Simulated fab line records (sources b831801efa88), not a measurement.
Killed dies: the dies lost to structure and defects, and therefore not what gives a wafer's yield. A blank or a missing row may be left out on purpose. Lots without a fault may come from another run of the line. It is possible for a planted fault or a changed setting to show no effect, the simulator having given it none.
Which of the tools did it? | flow sky130 | 11 lots with 33 wafers sampled at 5 steps, on a route of 708 steps

WHAT THE GAUGES READ, wafer by wafer
Not one reading of a measure or inspect step in the record can be checked against a usual standard deviation.

TOOL THAT RAN EACH LOT (tool first, then ch and the chambers of the sampled wafers, then the start)
lot  | SKY_VIA2_ETCH_14                  | SKY_METAL3_SPUTTER_02       | SKY_METAL3_SPUTTER_04       | SKY_CAPM_SPUTTER_02         | SKY_PAD_OPEN_PROBE_99
L987 | rieDiel-01 ch 0,3, day 37 15:16   | pvdSputter-02, day 37 16:41 | pvdSputter-02, day 37 16:44 | pvdSputter-01, day 37 16:52 | -
L988 | rieDiel-01 ch 0,2,3, day 37 15:55 | pvdSputter-04, day 37 17:25 | pvdSputter-04, day 37 17:28 | pvdSputter-02, day 37 17:36 | -
L991 | rieDiel-02 ch 0,1, day 38 20:52   | pvdSputter-04, day 38 22:19 | pvdSputter-04, day 38 22:22 | pvdSputter-03, day 38 22:31 | -
L992 | rieDiel-02 ch 0,2,3, day 39 04:37 | pvdSputter-03, day 39 06:11 | pvdSputter-03, day 39 06:14 | pvdSputter-01, day 39 06:23 | prober-01, day 48 01:40
L993 | rieDiel-01 ch 0,3, day 39 06:43   | pvdSputter-02, day 39 08:10 | pvdSputter-02, day 39 08:14 | pvdSputter-03, day 39 08:22 | prober-02, day 48 04:13
L997 | rieDiel-04 ch 1,2, day 40 09:54   | pvdSputter-04, day 40 11:19 | pvdSputter-04, day 40 11:23 | pvdSputter-01, day 40 11:31 | prober-02, day 49 00:31
L998 | rieDiel-01 ch 0,2,3, day 40 17:04 | pvdSputter-04, day 40 18:29 | pvdSputter-04, day 40 18:32 | pvdSputter-01, day 40 18:40 | prober-01, day 49 07:13
L100 | rieDiel-01 ch 0,1,2, day 41 04:37 | pvdSputter-02, day 41 06:02 | pvdSputter-02, day 41 06:05 | pvdSputter-01, day 41 06:13 | -
L102 | rieDiel-01 ch 0,1, day 41 20:55   | pvdSputter-03, day 41 22:20 | pvdSputter-03, day 41 22:23 | pvdSputter-01, day 41 22:32 | prober-01, day 50 02:01
L103 | rieDiel-04 ch 0,2,3, day 42 04:58 | pvdSputter-04, day 42 06:23 | pvdSputter-04, day 42 06:26 | pvdSputter-01, day 42 06:35 | prober-02, day 50 07:22
L106 | rieDiel-02 ch 1,2,3, day 42 19:18 | pvdSputter-04, day 42 20:44 | pvdSputter-04, day 42 20:47 | pvdSputter-02, day 42 20:55 | -
- SKY_VIA2_ETCH_14: etches BARC in N2/H2, stops on SiO2, time 45.9 s, target depth 60 nm.
- SKY_METAL3_SPUTTER_02: material AlCu, target thk 735 nm, time 39.1 s.
- SKY_METAL3_SPUTTER_04: material TiN, target thk 70 nm, time 58.3 s.
- SKY_CAPM_SPUTTER_02: material TiN, target thk 200 nm, time 166.7 s.
- SKY_PAD_OPEN_PROBE_99

WHAT THE TOOLS THEMSELVES READ (means of the sampled wafers that have a number; where no wafer has one, the mark that the record gives instead)
SKY_VIA2_ETCH_14. Usual: drypumpMotorCurrentA 5.6 A, standard deviation 0.43; oesProductAu 0.853 a.u., standard deviation 0.0044; throttleValvePct 13.224 %, standard deviation 0.0081.
lot  | tool       | drypumpMotorCurrentA (A) | oesProductAu (a.u.) | throttleValvePct (%) | flag
L987 | rieDiel-01 | 5.3                      | 0.857               | 13.229               | 
L988 | rieDiel-01 | 5.2                      | 0.854               | 13.225               | 
L991 | rieDiel-02 | 5.7                      | 0.849               | 13.229               | 
L992 | rieDiel-02 | 5.8                      | 0.855               | 13.224               | 
L993 | rieDiel-01 | 5.3                      | 0.855               | 13.218               | 
L997 | rieDiel-04 | 5.2                      | 0.861               | 13.225               | 
L998 | rieDiel-01 | 5.2                      | 0.851               | 13.223               | 
L100 | rieDiel-01 | 5.5                      | 0.854               | 13.237               | 
L102 | rieDiel-01 | 5.8                      | 0.850               | 13.218               | 
L103 | rieDiel-04 | 5.6                      | 0.852               | 13.212               | 
L106 | rieDiel-02 | 5.9                      | 0.853               | 13.227               | 

SKY_METAL3_SPUTTER_02. Usual: cathodeDcPowerW 10600 W, standard deviation 1.8; chamberPressurePa 0.4002 Pa, standard deviation 0.00075; throttleValvePct 29.7 %, standard deviation 0.66.
lot  | tool          | cathodeDcPowerW (W) | chamberPressurePa (Pa) | throttleValvePct (%) | flag
L987 | pvdSputter-02 | 10599               | 0.4005                 | 29.8                 | 
L988 | pvdSputter-04 | 10598               | 0.4008                 | 30.1                 | 
L991 | pvdSputter-04 | 10601               | 0.4003                 | 30.1                 | 
L992 | pvdSputter-03 | 10599               | 0.4005                 | 29.1                 | 
L993 | pvdSputter-02 | 10600               | 0.4002                 | 29.8                 | 
L997 | pvdSputter-04 | -                   | -                      | -                    | OFF
L998 | pvdSputter-04 | -                   | -                      | -                    | OFF
L100 | pvdSputter-02 | 10600               | 0.3994                 | 29.9                 | 
L102 | pvdSputter-03 | 10600               | 0.3998                 | 29.3                 | 
L103 | pvdSputter-04 | 10600               | 0.4000                 | 29.5                 | 
L106 | pvdSputter-04 | 10601               | 0.3996                 | 29.9                 | 

SKY_METAL3_SPUTTER_04. Usual: cathodeDcPowerW 6499.9 W, standard deviation 1.1; chamberPressurePa 0.4000 Pa, standard deviation 0.00088; throttleValvePct 29.7 %, standard deviation 0.66.
lot  | tool          | cathodeDcPowerW (W) | chamberPressurePa (Pa) | throttleValvePct (%) | flag
L987 | pvdSputter-02 | 6499.4              | 0.4000                 | 30.0                 | 
L988 | pvdSputter-04 | 6500.1              | 0.4004                 | 30.1                 | 
L991 | pvdSputter-04 | 6500.1              | 0.3996                 | 30.1                 | 
L992 | pvdSputter-03 | 6499.6              | 0.3990                 | 28.9                 | 
L993 | pvdSputter-02 | 6498.5              | 0.4000                 | 29.9                 | 
L997 | pvdSputter-04 | 6500.3              | 0.3995                 | 29.7                 | 
L998 | pvdSputter-04 | 6498.9              | 0.3996                 | 29.9                 | 
L100 | pvdSputter-02 | 6500.5              | 0.4005                 | 29.8                 | 
L102 | pvdSputter-03 | 6499.3              | 0.4004                 | 29.4                 | 
L103 | pvdSputter-04 | 6499.8              | 0.3999                 | 29.6                 | 
L106 | pvdSputter-04 | 6501.2              | 0.3993                 | 29.8                 | 

SKY_CAPM_SPUTTER_02. Usual: cathodeDcPowerW 6500.0 W, standard deviation 1.3; chamberPressurePa 0.4000 Pa, standard deviation 0.00083; substrateTempC 299.99 C, standard deviation 0.19; susceptorTempC 299.97 C, standard deviation 0.19; throttleValvePct 29.8 %, standard deviation 1.1.
lot  | tool          | cathodeDcPowerW (W) | chamberPressurePa (Pa) | substrateTempC (C) | susceptorTempC (C) | throttleValvePct (%) | flag
L987 | pvdSputter-01 | 6499.5              | 0.4002                 | 299.80             | 299.91             | 29.3                 | 
L988 | pvdSputter-02 | 6499.3              | 0.4002                 | 299.87             | 299.84             | 29.9                 | 
L991 | pvdSputter-03 | 6500.4              | 0.3992                 | 300.18             | 299.98             | 29.5                 | 
L992 | pvdSputter-01 | 6499.9              | 0.3998                 | 300.11             | 300.09             | 30.6                 | 
L993 | pvdSputter-03 | 6501.5              | 0.4005                 | 300.19             | 299.88             | 29.2                 | 
L997 | pvdSputter-01 | 6499.2              | 0.4000                 | 299.96             | 300.03             | 29.0                 | 
L998 | pvdSputter-01 | 6500.3              | 0.4005                 | 299.82             | 299.92             | 30.1                 | 
L100 | pvdSputter-01 | 6500.7              | 0.4005                 | 299.96             | 299.94             | 29.2                 | 
L102 | pvdSputter-01 | 6500.6              | 0.3995                 | 300.10             | 300.16             | 29.2                 | 
L103 | pvdSputter-01 | 6498.7              | 0.3998                 | 299.81             | 299.79             | 30.2                 | 
L106 | pvdSputter-02 | 6499.8              | 0.4002                 | 299.99             | 299.70             | 30.0                 | 

SKY_PAD_OPEN_PROBE_99. Usual: defectLimitedYield 82.6 %, standard deviation 1.9; killed_at_M0_to_M3 43, standard deviation 6.9; killed_at_M4_up 3.2, standard deviation 2; killedAtContacts 25, standard deviation 5.1; killedAtFrontEnd 15, standard deviation 4.5; killedAtOther 0.2, standard deviation 0.51; killedDies 85, standard deviation 9.5; killedOnRim 16, standard deviation 3.7; killedOpen 48, standard deviation 6.9; killedShort 38, standard deviation 6.7; sort_bin_3_pad_short 0.8 %, standard deviation 0.4; sort_bin_5_function 10.2 %, standard deviation 1.6; sort_bin_6_memory 6.4 %, standard deviation 1.1; sortNPass 407, standard deviation 9.5; sortYieldPct 82.6 %, standard deviation 1.9.
lot  | tool      | defectLimitedYield (%) | killed_at_M0_to_M3 | killed_at_M4_up | killedAtContacts | killedAtFrontEnd | killedAtOther | killedDies | killedOnRim | killedOpen | killedShort | sort_bin_3_pad_short (%) | sort_bin_5_function (%) | sort_bin_6_memory (%) | sortNPass | sortYieldPct (%) | flag
L992 | prober-01 | 84.1                   | 41                 | 1.7             | 24               | 12               | 0.0           | 78         | 13          | 45         | 33          | 0.6                      | 9.1                     | 6.2                   | 414       | 84.1             | 
L993 | prober-02 | 84.3                   | 38                 | 2.7             | 23               | 14               | 0.7           | 77         | 13          | 44         | 34          | 0.3                      | 9.6                     | 5.8                   | 415       | 84.3             | 
L997 | prober-02 | 0.0                    | 459                | 3.0             | 20               | 10               | 0.3           | 492        | 96          | 43         | 34          | 0.8                      | 93.6                    | 5.6                   | 0         | 0.0              | OFF
L998 | prober-01 | 0.0                    | 457                | 1.3             | 23               | 10               | 0.3           | 492        | 96          | 44         | 42          | 1.0                      | 92.4                    | 6.6                   | 0         | 0.0              | OFF
L102 | prober-01 | 83.0                   | 47                 | 4.0             | 21               | 11               | 0.3           | 84         | 15          | 44         | 40          | 0.7                      | 10.0                    | 6.3                   | 408       | 83.0             | 
L103 | prober-02 | 82.0                   | 41                 | 4.3             | 27               | 16               | 0.3           | 89         | 15          | 49         | 40          | 0.7                      | 11.0                    | 6.4                   | 403       | 82.0             | 

THE ANSWER, worked out from the rows above alone
Rule: take the mean of a lot's wafers that have a number; if it is more than 3 standard deviations from the usual mean, the lot is off. Also off: a lot with no number at a reading for which 4 or more lots have one. All remaining lots with rows at the step are treated as sound. First the gauges in route order, then the tools' own readings, where a lot's mean is used as printed above. The first step at which some lot is off is used, and at that step the reading that is off furthest; a lot without a number counts as furthest.
Off: L997, L998, at SKY_METAL3_SPUTTER_02 (cathodeDcPowerW). Without a number there: L997, L998.
A tool fits if, at that step or a process step before it, it ran every lot that is off, and no sound lot after the first of them. No candidate that was tried fits.

WHAT WAS PUT IN BY THE SIMULATOR
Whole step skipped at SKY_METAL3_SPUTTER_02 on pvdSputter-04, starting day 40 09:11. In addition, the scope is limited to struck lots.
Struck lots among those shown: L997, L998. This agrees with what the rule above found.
